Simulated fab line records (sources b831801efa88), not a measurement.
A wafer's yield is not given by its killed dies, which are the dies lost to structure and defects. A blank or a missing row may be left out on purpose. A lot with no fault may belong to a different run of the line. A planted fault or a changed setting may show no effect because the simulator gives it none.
fab line records ; flow gf180mcu
record lots=6; wafers=18; lastDay=34
route steps=602 shown V2@401 M3@409 V3@429
lots untouched by any fault: they come from a run of this same line in which no faults occurred
startH: hours from the record's opening day to when the first of the lot's shown wafers began ; waitH: hours since the lot's step before ; " repeats the value in the row above ; L1.1+2: one row covering several wafers at once ; - either no value or no given start ; * or withheld: withheld ; < > ~ a bound
route shown NAME@n: names a module that has steps shown in the file, with the first one's number in the route ; usual: the fault-free wafers' mean and standard deviation ; same: alike in all rows ; chamber/n: place in a boat ; sites: each site's reading ; _std_site: how widely they spread, as a standard deviation ; _edge_site: the outer-site mean with the inner-site mean subtracted ; radiusMm: for every site, how far away it sits from the centre of the wafer ; mask NAME#n: copy n ; behind: tool/chamber where the wafer was last shaped ; hold: why the lot was held/for how many hours/how that ended ; device: whichever transistor did not switch (one of n, p or np) ; end of line: at the end of the route, the tests of the same wafers ; for a step that has no rows: nothing shown but its recipe ; killed: at the first sort, the dies lost to defects and structure; wafer yield is something else ; map: dies across one wafer; x = killed, . = not, _ = none there
set.NAME: the run value of the setting; set.NAME@STEP: its run value at that earlier step ; model.NAME: the simulator's own value behind a step, which no gauge read
lots at selected steps of the route; one table per step, one row per wafer
services: from which hour (startH, from the record's first day; less than 0 if before it) a tool's chamber was out of use, for how many hours, and why
## steps
# step GF_V2_STRIP_19
# recipe chemistry=postEtchResidueRemover; timeS=1200; tempC=72.5
# step GF_V2_CLEAN_20
# recipe chemistry=DIW; dry=n2Spin
# step GF_V2_SPUTTER_21
# recipe material=Ti; targetThkNm=15; chamberPressurePa=5; powerW=2500; substrateTempC=200; timeS=80.02
# step GF_V2_SPUTTER_22
# recipe material=TiN; targetThkNm=10; chamberPressurePa=5; powerW=4000; timeS=40
# step GF_V2_CVD_23
# recipe material=W; targetThkNm=350; timeS=104.94; tempC=400; pressureTorr=40
# step GF_V2_RS_MEAS_24
# recipe thkMeasGauge=four-point-probe; reads=W_of_V2_CVD_23+TiN_of_V2_SPUTTER_22+Ti_of_V2_SPUTTER_21
# usual V2_W_RS=0.325/0.005
lot.wafer;tool;chamber;startH;waitH;V2_W_RS[ohm/sq]
L824.2;filmMetro-01;-;499.98;0.1;0.322
L824.3;filmMetro-01;-;499.98;0.1;0.324
L824.5;filmMetro-01;-;499.98;0.1;0.319
L828.1;filmMetro-02;-;542.73;0.1;0.330
L828.2;filmMetro-02;-;542.73;0.1;0.328
L828.4;filmMetro-02;-;542.73;0.1;0.325
L838.2;filmMetro-04;-;612.68;0.1;0.326
L838.3;filmMetro-04;-;612.68;0.1;0.315
L838.4;filmMetro-04;-;612.68;0.1;0.327
L837.2;filmMetro-04;-;614.57;0.1;0.318
L837.5;filmMetro-04;-;614.57;0.1;0.322
L837.6;filmMetro-04;-;614.57;0.1;0.316
L841.2;filmMetro-04;-;631.23;0.1;0.324
L841.4;filmMetro-04;-;631.23;0.1;0.324
L841.6;filmMetro-04;-;631.23;0.1;0.326
L842.1;filmMetro-02;-;642.68;0.1;0.316
L842.2;filmMetro-02;-;642.68;0.1;0.325
L842.5;filmMetro-02;-;642.68;0.1;0.318
# step GF_V2_THK_MEAS_25
# recipe thkMeasGauge=xrf; reads=W_of_V2_CVD_23
# usual V2_W_THK=346/6
lot.wafer;tool;chamber;startH;waitH;V2_W_THK[nm]
L824.2;filmMetro-01;-;500.09;0.1;351
L824.3;filmMetro-01;-;500.09;0.1;351
L824.5;filmMetro-01;-;500.09;0.1;355
L828.1;filmMetro-02;-;542.85;0.1;337
L828.2;filmMetro-02;-;542.85;0.1;341
L828.4;filmMetro-02;-;542.85;0.1;341
L838.2;filmMetro-04;-;612.79;0.1;343
L838.3;filmMetro-04;-;612.79;0.1;355
L838.4;filmMetro-04;-;612.79;0.1;343
L837.2;filmMetro-04;-;614.68;0.1;354
L837.5;filmMetro-04;-;614.68;0.1;347
L837.6;filmMetro-04;-;614.68;0.1;353
L841.2;filmMetro-04;-;631.34;0.1;344
L841.4;filmMetro-04;-;631.34;0.1;346
L841.6;filmMetro-04;-;631.34;0.1;343
L842.1;filmMetro-02;-;642.80;0.1;349
L842.2;filmMetro-02;-;642.80;0.1;340
L842.5;filmMetro-02;-;642.80;0.1;348
# step GF_V2_CMP_26
# recipe stopOn=SiO2; downForcePsi=3.5; platenRpm=60; tOverpolishS=15; targetThkNm=0; padVelocityMS=0.94248
# step GF_M3_SPUTTER_00
# recipe material=Ti; targetThkNm=37.5; arrivingIonEnergyEv=80; substrateTempC=200; chamberPressurePa=2; powerW=4000; timeS=150
# usual chamberPressurePa=2.000/0.0044; throttleValvePct=30.4/0.86
lot.wafer;tool;chamber;startH;waitH;chamberPressurePa;throttleValvePct
L824.2;pvdSputter-02;-;500.44;0.2;2.005;30.5
L824.3;pvdSputter-02;-;500.44;0.2;1.995;31.5
L824.5;pvdSputter-02;-;500.44;0.2;1.996;30.0
L828.1;pvdSputter-04;-;543.21;0.1;2.004;31.3
L828.2;pvdSputter-04;-;543.21;0.1;2.009;29.8
L828.4;pvdSputter-04;-;543.21;0.1;1.993;30.6
L838.2;pvdSputter-02;-;613.16;0.1;1.995;31.4
L838.3;pvdSputter-02;-;613.16;0.1;2.003;29.1
L838.4;pvdSputter-02;-;613.16;0.1;1.996;30.2
L837.2;pvdSputter-02;-;615.05;0.2;2.001;31.4
L837.5;pvdSputter-02;-;615.05;0.2;2.004;29.1
L837.6;pvdSputter-02;-;615.05;0.2;2.000;29.7
L841.2;pvdSputter-04;-;631.69;0.2;1.994;29.8
L841.4;pvdSputter-04;-;631.69;0.2;2.002;30.9
L841.6;pvdSputter-04;-;631.69;0.2;2.002;31.0
L842.1;pvdSputter-04;-;643.16;0.2;2.001;30.6
L842.2;pvdSputter-04;-;643.16;0.2;2.001;29.6
L842.5;pvdSputter-04;-;643.16;0.2;2.001;30.7
# step GF_M3_SPUTTER_01
# recipe material=TiN; targetThkNm=30; powerW=6500; timeS=25; chamberPressurePa=0.4
# usual chamberPressurePa=0.4000/0.00082; throttleValvePct=30.4/0.83
lot.wafer;tool;chamber;startH;waitH;chamberPressurePa;throttleValvePct
L824.2;pvdSputter-02;-;500.54;0.1;0.4003;30.6
L824.3;pvdSputter-02;-;500.54;0.1;0.3996;31.3
L824.5;pvdSputter-02;-;500.54;0.1;0.4008;30.2
L828.1;pvdSputter-04;-;543.31;0.1;0.3998;31.2
L828.2;pvdSputter-04;-;543.31;0.1;0.3996;30.0
L828.4;pvdSputter-04;-;543.31;0.1;0.3990;30.6
L838.2;pvdSputter-02;-;613.26;0.1;0.3992;31.7
L838.3;pvdSputter-02;-;613.26;0.1;0.4005;29.2
L838.4;pvdSputter-02;-;613.26;0.1;0.3992;30.4
L837.2;pvdSputter-02;-;615.15;0.1;0.4007;31.4
L837.5;pvdSputter-02;-;615.15;0.1;0.3998;29.2
L837.6;pvdSputter-02;-;615.15;0.1;0.4005;30.3
L841.2;pvdSputter-04;-;631.79;0.1;0.4002;29.7
L841.4;pvdSputter-04;-;631.79;0.1;0.4008;31.1
L841.6;pvdSputter-04;-;631.79;0.1;0.3993;30.9
L842.1;pvdSputter-04;-;643.26;0.1;0.4015;30.4
L842.2;pvdSputter-04;-;643.26;0.1;0.3994;29.5
L842.5;pvdSputter-04;-;643.26;0.1;0.4006;31.0
# step GF_M3_SPUTTER_02
# recipe material=AlCu; targetThkNm=450; powerW=10600; timeS=23.9; chamberPressurePa=0.4
# usual chamberPressurePa=0.4000/0.00074; throttleValvePct=30.4/0.84
lot.wafer;tool;chamber;startH;waitH;chamberPressurePa;throttleValvePct
L824.2;pvdSputter-02;-;500.57;0.0;0.4001;30.2
L824.3;pvdSputter-02;-;500.57;0.0;0.4000;31.2
L824.5;pvdSputter-02;-;500.57;0.0;0.3997;30.3
L828.1;pvdSputter-04;-;543.34;0.0;0.3997;31.5
L828.2;pvdSputter-04;-;543.34;0.0;0.3994;29.9
L828.4;pvdSputter-04;-;543.34;0.0;0.3997;30.7
L838.2;pvdSputter-02;-;613.29;0.0;0.4007;31.5
L838.3;pvdSputter-02;-;613.29;0.0;0.3997;29.2
L838.4;pvdSputter-02;-;613.29;0.0;0.4002;30.3
L837.2;pvdSputter-02;-;615.18;0.0;0.4014;31.5
L837.5;pvdSputter-02;-;615.18;0.0;0.3999;29.3
L837.6;pvdSputter-02;-;615.18;0.0;0.4006;30.0
L841.2;pvdSputter-04;-;631.82;0.0;0.4001;29.7
L841.4;pvdSputter-04;-;631.82;0.0;0.4001;31.3
L841.6;pvdSputter-04;-;631.82;0.0;0.4001;31.1
L842.1;pvdSputter-04;-;643.29;0.0;0.4002;30.5
L842.2;pvdSputter-04;-;643.29;0.0;0.4007;29.8
L842.5;pvdSputter-04;-;643.29;0.0;0.4010;30.9
# step GF_M3_SPUTTER_03
# recipe material=Ti; targetThkNm=10; substrateTempC=300; chamberPressurePa=0.3; powerW=3000; timeS=6.7
# usual chamberPressurePa=0.3000/0.00059; throttleValvePct=30.4/0.84
lot.wafer;tool;chamber;startH;waitH;chamberPressurePa;throttleValvePct
L824.2;pvdSputter-02;-;500.60;0.0;0.3000;30.5
L824.3;pvdSputter-02;-;500.60;0.0;0.2989;31.2
L824.5;pvdSputter-02;-;500.60;0.0;0.3006;30.3
L828.1;pvdSputter-04;-;543.37;0.0;0.2997;31.5
L828.2;pvdSputter-04;-;543.37;0.0;0.2996;29.6
L828.4;pvdSputter-04;-;543.37;0.0;0.2992;30.4
L838.2;pvdSputter-02;-;613.32;0.0;0.3002;31.6
L838.3;pvdSputter-02;-;613.32;0.0;0.3002;29.0
L838.4;pvdSputter-02;-;613.32;0.0;0.3001;30.3
L837.2;pvdSputter-02;-;615.21;0.0;0.3001;31.6
L837.5;pvdSputter-02;-;615.21;0.0;0.2995;28.8
L837.6;pvdSputter-02;-;615.21;0.0;0.3006;30.1
L841.2;pvdSputter-04;-;631.85;0.0;0.2997;29.6
L841.4;pvdSputter-04;-;631.85;0.0;0.2989;31.6
L841.6;pvdSputter-04;-;631.85;0.0;0.3007;31.1
L842.1;pvdSputter-04;-;643.32;0.0;0.3001;30.6
L842.2;pvdSputter-04;-;643.32;0.0;0.3002;29.7
L842.5;pvdSputter-04;-;643.32;0.0;0.3000;31.0
# step GF_M3_SPUTTER_04
# recipe material=TiN; targetThkNm=50; powerW=6500; timeS=41.7; chamberPressurePa=0.4
# usual chamberPressurePa=0.4000/0.00081; throttleValvePct=30.4/0.85
lot.wafer;tool;chamber;startH;waitH;chamberPressurePa;throttleValvePct;model.TiN_of_M3_SPUTTER_04.thkNm
L824.2;pvdSputter-02;-;500.62;0.0;0.4009;30.4;50.47
L824.3;pvdSputter-02;-;500.62;0.0;0.3981;31.7;50.89
L824.5;pvdSputter-02;-;500.62;0.0;0.4004;30.3;50.58
L828.1;pvdSputter-04;-;543.39;0.0;0.4000;31.2;50.34
L828.2;pvdSputter-04;-;543.39;0.0;0.4009;29.9;50.25
L828.4;pvdSputter-04;-;543.39;0.0;0.3978;30.4;50.11
L838.2;pvdSputter-02;-;613.34;0.0;0.3578;33.5;51.2
L838.3;pvdSputter-02;-;613.34;0.0;0.3565;30.9;51
L838.4;pvdSputter-02;-;613.34;0.0;0.3570;32.1;51.67
L837.2;pvdSputter-02;-;615.23;0.0;0.3569;33.2;51.2
L837.5;pvdSputter-02;-;615.23;0.0;0.3568;30.8;51.11
L837.6;pvdSputter-02;-;615.23;0.0;0.3563;32.1;51.42
L841.2;pvdSputter-04;-;631.87;0.0;0.3996;29.8;50.43
L841.4;pvdSputter-04;-;631.87;0.0;0.4008;31.2;50.23
L841.6;pvdSputter-04;-;631.87;0.0;0.3988;30.9;50.05
L842.1;pvdSputter-04;-;643.34;0.0;0.4007;30.6;50.46
L842.2;pvdSputter-04;-;643.34;0.0;0.3983;29.6;50.29
L842.5;pvdSputter-04;-;643.34;0.0;0.4005;30.4;50.11
# step GF_M3_RS_MEAS_05
# recipe thkMeasGauge=four-point-probe; reads=TiN_of_M3_SPUTTER_04+Ti_of_M3_SPUTTER_03+AlCu_of_M3_SPUTTER_02+TiN_of_M3_SPUTTER_01+Ti_of_M3_SPUTTER_00
# usual M3_ALCU_RS=0.0697/0.00068
lot.wafer;tool;chamber;startH;waitH;M3_ALCU_RS[ohm/sq]
L824.2;filmMetro-01;-;500.68;0.0;0.0701
L824.3;filmMetro-01;-;500.68;0.0;0.0699
L824.5;filmMetro-01;-;500.68;0.0;0.0700
L828.1;filmMetro-01;-;543.43;0.0;0.0687
L828.2;filmMetro-01;-;543.43;0.0;0.0696
L828.4;filmMetro-01;-;543.43;0.0;0.0695
L838.2;filmMetro-03;-;613.40;0.0;0.0701
L838.3;filmMetro-03;-;613.40;0.0;0.0695
L838.4;filmMetro-03;-;613.40;0.0;0.0702
L837.2;filmMetro-01;-;615.29;0.0;0.0694
L837.5;filmMetro-01;-;615.29;0.0;0.0693
L837.6;filmMetro-01;-;615.29;0.0;0.0701
L841.2;filmMetro-04;-;631.93;0.0;0.0699
L841.4;filmMetro-04;-;631.93;0.0;0.0695
L841.6;filmMetro-04;-;631.93;0.0;0.0698
L842.1;filmMetro-04;-;643.38;0.0;0.0708
L842.2;filmMetro-04;-;643.38;0.0;0.0702
L842.5;filmMetro-04;-;643.38;0.0;0.0698
# step GF_M3_THK_MEAS_06
# recipe thkMeasGauge=xrf; reads=AlCu_of_M3_SPUTTER_02
# usual M3_ALCU_THK=451/5.6
lot.wafer;tool;chamber;startH;waitH;M3_ALCU_THK[nm]
L824.2;filmMetro-01;-;500.79;0.1;447
L824.3;filmMetro-01;-;500.79;0.1;449
L824.5;filmMetro-01;-;500.79;0.1;447
L828.1;filmMetro-01;-;543.55;0.1;455
L828.2;filmMetro-01;-;543.55;0.1;452
L828.4;filmMetro-01;-;543.55;0.1;452
L838.2;filmMetro-03;-;613.51;0.1;451
L838.3;filmMetro-03;-;613.51;0.1;454
L838.4;filmMetro-03;-;613.51;0.1;450
L837.2;filmMetro-01;-;615.40;0.1;450
L837.5;filmMetro-01;-;615.40;0.1;453
L837.6;filmMetro-01;-;615.40;0.1;448
L841.2;filmMetro-04;-;632.04;0.1;446
L841.4;filmMetro-04;-;632.04;0.1;449
L841.6;filmMetro-04;-;632.04;0.1;444
L842.1;filmMetro-04;-;643.50;0.1;440
L842.2;filmMetro-04;-;643.50;0.1;444
L842.5;filmMetro-04;-;643.50;0.1;449
# step GF_M3_DEHYDRATE_07
# recipe tempC=200; timeS=60
# step GF_M3_HMDS_08
# recipe primeTimeS=60; primeTempC=120
# step GF_M3_COAT_09
# recipe resist=KrF; spinRpm=withheld; resistThkNm=1000
# step GF_M3_SOFTBAKE_10
# recipe tempC=130; timeS=60; resist=KrF
# step GF_M3_EXPOSE_11
# recipe maskId=Metal3; targetCdNm=280; na=0.68; sourceShape=conventional; sigmaOuter=0.6; doseMj=28
# step GF_M3_PEB_12
# recipe pebTempC=135; pebTimeS=90; resist=KrF
# step GF_M3_DEVELOP_13
# recipe developTimeS=60; devTempC=21
# step GF_M3_CD_MEAS_14
# recipe targetCdNm=280
# usual cdNm=280.4/1.3
lot.wafer;tool;chamber;startH;waitH;cdNm
L824.2;cdSem-02;-;523.99;0.1;282.4
L824.3;cdSem-02;-;523.99;0.1;280.8
L824.5;cdSem-02;-;523.99;0.1;282.7
L828.1;cdSem-01;-;565.22;0.1;281.5
L828.2;cdSem-01;-;565.22;0.1;280.0
L828.4;cdSem-01;-;565.22;0.1;279.6
L838.2;cdSem-01;-;633.55;0.1;280.2
L838.3;cdSem-01;-;633.55;0.1;281.7
L838.4;cdSem-01;-;633.55;0.1;280.8
L837.2;cdSem-01;-;635.33;0.1;279.0
L837.5;cdSem-01;-;635.33;0.1;280.1
L837.6;cdSem-01;-;635.33;0.1;280.3
L841.2;cdSem-01;-;652.30;0.1;278.5
L841.4;cdSem-01;-;652.30;0.1;277.4
L841.6;cdSem-01;-;652.30;0.1;278.2
L842.1;cdSem-02;-;663.57;0.1;279.9
L842.2;cdSem-02;-;663.57;0.1;281.6
L842.5;cdSem-02;-;663.57;0.1;282.1
# step GF_M3_OVL_MEAS_15
# usual M3_OVL=5/4.8
lot.wafer;tool;chamber;startH;waitH;M3_OVL[nm]
L824.2;overlay-01;-;524.09;0.1;9
L824.3;overlay-01;-;524.09;0.1;6
L824.5;overlay-01;-;524.09;0.1;0
L828.1;overlay-01;-;565.34;0.1;8
L828.2;overlay-01;-;565.34;0.1;5
L828.4;overlay-01;-;565.34;0.1;8
L838.2;overlay-01;-;633.65;0.1;11
L838.3;overlay-01;-;633.65;0.1;4
L838.4;overlay-01;-;633.65;0.1;3
L837.2;overlay-02;-;635.43;0.1;-8
L837.5;overlay-02;-;635.43;0.1;2
L837.6;overlay-02;-;635.43;0.1;7
L841.2;overlay-02;-;652.40;0.1;2
L841.4;overlay-02;-;652.40;0.1;5
L841.6;overlay-02;-;652.40;0.1;-1
L842.1;overlay-01;-;663.69;0.1;12
L842.2;overlay-01;-;663.69;0.1;2
L842.5;overlay-01;-;663.69;0.1;16
# step GF_M3_METAL_ETCH_16
# recipe chemistry=Cl2/BCl3; maskMaterial=KrF; targetDepthNm=627.5; stopOn=SiO2; pressureMtorr=8; icpW=800; biasW=140; Cl2_flow_sccm=80; bcl3FlowSccm=40; timeS=104.6
# step GF_M3_STRIP_17
# recipe chemistry=O2/N2; powerW=1400; pressureMtorr=1500; platenTempC=250; o2FlowSccm=3000; n2FlowSccm=300; overashFraction=0.5
# step GF_M3_STRIP_18
# recipe chemistry=postEtchResidueRemover; timeS=1200; tempC=72.5
# step GF_M3_CLEAN_19
# recipe chemistry=DIW; dry=n2Spin
# step GF_V3_CVD_00
# recipe material=SiO2; targetThkNm=600; sigmaOpenFrac=0.3; tempC=400; timeS=100; sih4FlowSccm=60; pressureMtorr=6
# step GF_V3_THK_MEAS_01
# recipe reads=SiO2_of_V3_CVD_00
# usual V3_CVD_00_THK=598/6.4
lot.wafer;tool;chamber;startH;waitH;V3_CVD_00_THK[nm]
L824.2;filmMetro-02;-;524.88;0.0;593
L824.3;filmMetro-02;-;524.88;0.0;606
L824.5;filmMetro-02;-;524.88;0.0;587
L828.1;filmMetro-03;-;566.09;0.0;591
L828.2;filmMetro-03;-;566.09;0.0;588
L828.4;filmMetro-03;-;566.09;0.0;589
L838.2;filmMetro-03;-;634.50;0.0;597
L838.3;filmMetro-03;-;634.50;0.0;602
L838.4;filmMetro-03;-;634.50;0.0;593
L837.2;filmMetro-02;-;636.28;0.0;598
L837.5;filmMetro-02;-;636.28;0.0;599
L837.6;filmMetro-02;-;636.28;0.0;601
L841.2;filmMetro-01;-;653.16;0.0;601
L841.4;filmMetro-01;-;653.16;0.0;596
L841.6;filmMetro-01;-;653.16;0.0;600
L842.1;filmMetro-03;-;664.47;0.0;592
L842.2;filmMetro-03;-;664.47;0.0;592
L842.5;filmMetro-03;-;664.47;0.0;591
# step GF_V3_CVD_02
# recipe material=SiO2; targetThkNm=850; precursor=TEOS; tempC=400; timeS=94.851; rfW=600
# usual heaterPowerW=638/110
lot.wafer;tool;chamber;startH;waitH;heaterPowerW
L824.2;pecvd-01;2;524.93;0.0;746
L824.3;pecvd-01;1;524.93;0.0;578
L824.5;pecvd-01;2;524.93;0.0;593
L828.1;pecvd-04;2;566.15;0.1;682
L828.2;pecvd-04;0;566.15;0.1;475
L828.4;pecvd-04;2;566.15;0.1;748
L838.2;pecvd-02;0;634.55;0.0;539
L838.3;pecvd-02;1;634.55;0.0;779
L838.4;pecvd-02;0;634.55;0.0;580
L837.2;pecvd-04;1;636.33;0.0;663
L837.5;pecvd-04;0;636.33;0.0;540
L837.6;pecvd-04;1;636.33;0.0;707
L841.2;pecvd-02;2;653.21;0.0;768
L841.4;pecvd-02;1;653.21;0.0;693
L841.6;pecvd-02;0;653.21;0.0;591
L842.1;pecvd-01;2;664.53;0.1;683
L842.2;pecvd-01;1;664.53;0.1;456
L842.5;pecvd-01;0;664.53;0.1;621
# step GF_V3_THK_MEAS_03
# recipe reads=SiO2_of_V3_CVD_02
# usual V3_CVD_02_THK=848/9.7
lot.wafer;tool;chamber;startH;waitH;V3_CVD_02_THK[nm]
L824.2;filmMetro-01;-;525.01;0.0;858
L824.3;filmMetro-01;-;525.01;0.0;846
L824.5;filmMetro-01;-;525.01;0.0;852
L828.1;filmMetro-02;-;566.22;0.0;846
L828.2;filmMetro-02;-;566.22;0.0;833
L828.4;filmMetro-02;-;566.22;0.0;868
L838.2;filmMetro-02;-;634.63;0.0;840
L838.3;filmMetro-02;-;634.63;0.0;844
L838.4;filmMetro-02;-;634.63;0.0;850
L837.2;filmMetro-03;-;636.41;0.0;834
L837.5;filmMetro-03;-;636.41;0.0;845
L837.6;filmMetro-03;-;636.41;0.0;849
L841.2;filmMetro-03;-;653.29;0.0;849
L841.4;filmMetro-03;-;653.29;0.0;872
L841.6;filmMetro-03;-;653.29;0.0;857
L842.1;filmMetro-03;-;664.60;0.0;844
L842.2;filmMetro-03;-;664.60;0.0;844
L842.5;filmMetro-03;-;664.60;0.0;865
# step GF_V3_CMP_04
# recipe material=SiO2; downForcePsi=4; platenRpm=60; padVelocityMS=0.94248
# step GF_V3_BOW_MEAS_05
# recipe mode=bow
# usual V3_BOW=116/8.2
lot.wafer;tool;chamber;startH;waitH;V3_BOW[um]
L824.2;filmMetro-03;-;525.38;0.2;107
L824.3;filmMetro-03;-;525.38;0.2;101
L824.5;filmMetro-03;-;525.38;0.2;121
L828.1;filmMetro-02;-;566.58;0.1;130
L828.2;filmMetro-02;-;566.58;0.1;122
L828.4;filmMetro-02;-;566.58;0.1;132
L838.2;filmMetro-03;-;635.33;0.2;113
L838.3;filmMetro-03;-;635.33;0.2;120
L838.4;filmMetro-03;-;635.33;0.2;111
L837.2;filmMetro-01;-;637.06;0.2;108
L837.5;filmMetro-01;-;637.06;0.2;123
L837.6;filmMetro-01;-;637.06;0.2;130
L841.2;filmMetro-02;-;653.66;0.1;109
L841.4;filmMetro-02;-;653.66;0.1;117
L841.6;filmMetro-02;-;653.66;0.1;137
L842.1;filmMetro-01;-;665.07;0.2;105
L842.2;filmMetro-01;-;665.07;0.2;110
L842.5;filmMetro-01;-;665.07;0.2;107
# step GF_V3_DEHYDRATE_06
# recipe tempC=200; timeS=60
# step GF_V3_HMDS_07
# recipe primeTimeS=60; primeTempC=120
# step GF_V3_COAT_08
# recipe resist=BARC; tempC=withheld; timeS=withheld; spinRpm=withheld; resistThkNm=withheld
# step GF_V3_COAT_09
# recipe resist=KrF; spinRpm=withheld; resistThkNm=1000
# step GF_V3_SOFTBAKE_10
# recipe tempC=130; timeS=60; resist=KrF
# step GF_V3_EXPOSE_11
# recipe maskId=Via3; targetCdNm=260; na=0.68; sourceShape=conventional; sigmaOuter=0.6; doseMj=38
# step GF_V3_PEB_12
# recipe pebTempC=135; pebTimeS=90; resist=KrF
# step GF_V3_DEVELOP_13
# recipe developTimeS=60; resist=KrF; devTempC=21
# step GF_V3_STRIP_19
# recipe chemistry=postEtchResidueRemover; timeS=1200; tempC=72.5
lot.wafer;tool;chamber;startH;waitH;model.TiN_of_M3_SPUTTER_04.thkNm
L824.2;wetBench-01;3;548.24;0.1;49.65
L824.3;wetBench-01;3;548.24;0.1;50.06
L824.5;wetBench-01;3;548.24;0.1;49.75
L828.1;wetBench-03;0;588.04;0.1;49.51
L828.2;wetBench-03;0;588.04;0.1;49.42
L828.4;wetBench-03;0;588.04;0.1;49.28
L838.2;wetBench-03;0;655.88;0.1;50.34
L838.3;wetBench-03;0;655.88;0.1;50.14
L838.4;wetBench-03;0;655.88;0.1;50.81
L837.2;wetBench-03;1;657.41;0.1;50.36
L837.5;wetBench-03;1;657.41;0.1;50.27
L837.6;wetBench-03;1;657.41;0.1;50.59
L841.2;wetBench-03;1;673.46;0.1;49.59
L841.4;wetBench-03;1;673.46;0.1;49.39
L841.6;wetBench-03;1;673.46;0.1;49.2
L842.1;wetBench-04;3;684.34;0.1;49.62
L842.2;wetBench-04;3;684.34;0.1;49.45
L842.5;wetBench-04;3;684.34;0.1;49.27
## services
tool;chamber;startH;hours;kind
pvdSputter-04;-;477.25;3.8;repair
pvdSputter-02;-;483.64;2.4;repair
pecvd-01;-;497.17;5.5;pm
pecvd-02;-;514.39;3.2;repair
pecvd-01;-;534.25;1.2;repair
wetBench-03;-;537.04;2.1;repair
pecvd-01;-;539.18;1.8;repair
pecvd-01;-;546.13;1.9;repair
wetBench-03;-;556.85;5.9;repair
pvdSputter-02;-;566.47;5.2;repair
pecvd-04;-;591.12;14.0;pm
pecvd-04;0;591.12;14.0;ventCycle
pecvd-04;1;591.12;14.0;ventCycle
pecvd-04;2;591.12;14.0;ventCycle
pecvd-04;0;605.12;-;clean
pvdSputter-04;-;617.04;4.0;repair
wetBench-04;-;622.58;2.1;repair
pvdSputter-02;3;622.74;-;consumableReplace:kit
pvdSputter-02;3;622.74;18.0;scheduledDown
pvdSputter-02;3;622.74;18.0;ventCycle
pvdSputter-04;0;664.18;-;consumableReplace:kit
pvdSputter-04;0;664.18;18.0;scheduledDown
pvdSputter-04;0;664.18;18.0;ventCycle
pecvd-02;-;680.30;1.1;repair
## key
firstSign step=GF_M3_SPUTTER_04; reading=chamberPressurePa; direction=down; sigmas=53; usual=0.4000; struck=0.3569
effect step=GF_M3_SPUTTER_04; reading=throttleValvePct; direction=up; sigmas=2; usual=30.4; struck=32.1
modelEffect step=GF_M3_SPUTTER_04; value=TiN_of_M3_SPUTTER_04.thkNm; without=50.46; struck=51.27
modelEffect step=GF_V3_STRIP_19; value=TiN_of_M3_SPUTTER_04.thkNm; without=49.62; struck=50.42
metAt GF_M3_SPUTTER_04
struckWafers L837.2,L837.5,L837.6,L838.2,L838.3,L838.4
onsetBetween 500.62 613.34
fault kind=processParameterDrift; tool=pvdSputter-02; chamber=-; onsetH=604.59; steps=GF_M3_SPUTTER_04; channel=chamberPressurePa; offset=-0.043149; shape=step; endH=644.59; actsIn=theseRecipesOnly; stated=0.4
